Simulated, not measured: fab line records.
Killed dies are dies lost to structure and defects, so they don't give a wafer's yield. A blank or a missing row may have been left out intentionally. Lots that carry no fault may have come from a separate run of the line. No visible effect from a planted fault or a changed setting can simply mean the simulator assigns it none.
Which tool was responsible? -- flow gf180mcu -- Sampling: 12 lots, 36 wafers, 5 of 602 route steps

== WHAT THE GAUGES READ, wafer by wafer ==
GF_M1_THK_MEAS_06: measures by xrf.
lot,measured,on,M1_ALCU_THK (nm)
L596,day 16 00:14,filmMetro-03,444 445 443
L598,day 16 17:53,filmMetro-03,446 450 444
L601,day 18 04:37,filmMetro-03,444 450 447
L602,day 18 11:08,filmMetro-04,440 435 443
L603,day 18 20:52,filmMetro-01,448 448 445
L604,day 19 17:59,filmMetro-04,437 446 444
L605,day 20 01:07,filmMetro-01,448 448 449
L606,day 20 01:35,filmMetro-03,443 446 442
L609,day 21 09:26,filmMetro-04,437 439 436
L610,day 21 18:43,filmMetro-04,447 450 445
L612,day 22 06:05,filmMetro-01,440 447 441
L613,day 22 15:22,filmMetro-01,454 451 458

GF_M1_CD_MEAS_14 targets a cd of 230 nm.
lot,measured,on,cdNm (nm)
L596,day 16 22:13,cdSem-01,228.9 228.3 227.4
L598,day 17 16:20,cdSem-02,231.3 230.3 230.5
L601,day 19 04:14,cdSem-02,229.0 229.2 230.5
L602,day 19 10:41,cdSem-02,232.3 232.1 231.8
L603,day 19 20:52,cdSem-02,229.7 228.7 229.3
L604,day 20 17:55,cdSem-02,228.7 227.6 228.7
L605,day 21 00:29,cdSem-01,228.4 230.2 229.2
L606,day 21 01:08,cdSem-02,229.5 229.3 227.6
L609,day 22 09:26,cdSem-02,228.9 228.0 229.5
L610,day 22 17:58,cdSem-02,229.4 230.0 229.4
L612,day 23 04:29,cdSem-01,228.6 229.3 228.9
L613,day 23 13:41,cdSem-02,228.0 227.8 228.6

GF_V1_THK_MEAS_01.
lot,measured,on,V1_CVD_00_THK (nm)
L596,day 16 23:04,filmMetro-03,615 603 609
L598,day 17 17:12,filmMetro-01,609 609 604
L601,day 19 05:05,filmMetro-03,604 603 606
L602,day 19 11:33,filmMetro-03,604 612 609
L603,day 19 21:44,filmMetro-03,602 610 589
L604,day 20 18:47,filmMetro-02,598 588 590
L605,day 21 01:22,filmMetro-02,608 607 608
L606,day 21 02:01,filmMetro-03,602 602 604
L609,day 22 10:21,filmMetro-01,600 596 598
L610,day 22 18:55,filmMetro-01,605 605 617
L612,day 23 05:44,filmMetro-01,715 720 724 715 720 725
L613,day 23 14:32,filmMetro-01,717 712 717 717 712 716

== WHAT TOOL EACH LOT RAN ON (gives the tool, then ch and the chambers of the sampled wafers, and finally the start) ==
lot,GF_M1_SPUTTER_02,GF_V1_CVD_00
L596,"pvdSputter-02, day 16 00:01","hdpcvd-02 ch 0,2, day 16 22:59"
L598,"pvdSputter-02, day 16 17:40","hdpcvd-02 ch 0,1,2, day 17 17:08"
L601,"pvdSputter-02, day 18 04:22","hdpcvd-02 ch 0,1,2, day 19 05:01"
L602,"pvdSputter-03, day 18 10:55","hdpcvd-02 ch 0,1,2, day 19 11:28"
L603,"pvdSputter-04, day 18 20:40","hdpcvd-02 ch 0,1,2, day 19 21:40"
L604,"pvdSputter-02, day 19 17:46","hdpcvd-01 ch 0,2, day 20 18:42"
L605,"pvdSputter-04, day 20 00:54","hdpcvd-02 ch 0,1, day 21 01:17"
L606,"pvdSputter-02, day 20 01:22","hdpcvd-01 ch 0,1, day 21 01:56"
L609,"pvdSputter-03, day 21 09:13","hdpcvd-02 ch 0,1,2, day 22 10:16"
L610,"pvdSputter-02, day 21 18:29","hdpcvd-01 ch 0,2, day 22 18:46"
L612,"pvdSputter-03, day 22 05:51","hdpcvd-02 ch 0,2, day 23 05:38"
L613,"pvdSputter-02, day 22 15:08","hdpcvd-02 ch 0,1,2, day 23 14:26"
- GF_M1_SPUTTER_02: material AlCu, target thk 450 nm, time 23.9 s.
- GF_V1_CVD_00: deposits SiO2, target thk 600 nm, time 100 s.

== WHAT THE TOOLS THEMSELVES READ (means of the sampled wafers that have a number; where no wafer has one, the mark that the record gives instead) ==
GF_M1_SPUTTER_02.
lot,tool,cathodeDcPowerW (W),throttleValvePct (%)
L596,pvdSputter-02,10601,30.5
L598,pvdSputter-02,10600,30.1
L601,pvdSputter-02,10600,30.6
L602,pvdSputter-03,10600,29.3
L603,pvdSputter-04,10600,30.3
L604,pvdSputter-02,10599,30.3
L605,pvdSputter-04,10602,29.3
L606,pvdSputter-02,10600,29.6
L609,pvdSputter-03,10600,28.6
L610,pvdSputter-02,10600,30.1
L612,pvdSputter-03,10599,29.2
L613,pvdSputter-02,10602,30.0

GF_V1_CVD_00.
lot,tool,sih4FlowSccm (sccm)
L596,hdpcvd-02,59.93
L598,hdpcvd-02,60.02
L601,hdpcvd-02,59.96
L602,hdpcvd-02,60.04
L603,hdpcvd-02,60.02
L604,hdpcvd-01,59.95
L605,hdpcvd-02,59.97
L606,hdpcvd-01,59.87
L609,hdpcvd-02,59.93
L610,hdpcvd-01,59.97
L612,hdpcvd-02,72.08
L613,hdpcvd-02,72.13

== THE ANSWER, worked out from the rows above alone ==
Rule: what is usual is taken from the lots themselves. Put in order of their means at a reading, lots are off if they are a third of the lots or fewer, leave a main group of 4 or more, and stand apart from it by a gap of 3 or more times the standard deviation of the main group's means; of several such gaps the widest counts. The tables above print the reading to a certain number of digits; a main group whose means all agree to those digits is not used. A lot without any number at a reading at which 4 lots or more have one is off too. The other lots that the step has rows for count as sound. After the gauges, taken in route order, come the tools' own readings; for these a lot's mean is taken, as printed above. The first step at which some lot is off is used, and at that step the reading that is off furthest; a lot without a number counts as furthest.
Off: L612, L613, at GF_V1_THK_MEAS_01 (V1_CVD_00_THK). The main group has a mean of 604 nm with a standard deviation of 5.4.
A tool fits if, at a process step before that reading, it ran every lot that is off, and no sound lot after the first of them. The gauges at GF_V1_THK_MEAS_01 aren't tried: what is off there is off at GF_V1_CVD_00 too, on other tools, and a gauge's error can't cause that. One candidate fits, namely hdpcvd-02 at GF_V1_CVD_00. Its last sound lot is L609 (day 22 10:16), its first lot that is off L612 (day 23 05:38): a fault that began between those two fits.
On the lots that are off, the tool's own readings at GF_V1_CVD_00 differ by more than 5 times the standard deviation of the sound lots' means, which bears it out; sih4FlowSccm reads 72.10 sccm there versus 59.97 sccm on the sound lots.

== WHAT THE SIMULATOR HAD PUT IN ==
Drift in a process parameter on hdpcvd-02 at GF_V1_CVD_00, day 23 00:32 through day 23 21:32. From 60, the setting sih4FlowSccm moved by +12. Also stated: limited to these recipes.
Struck lots among those shown: L612, L613. The rule given above showed the same thing.
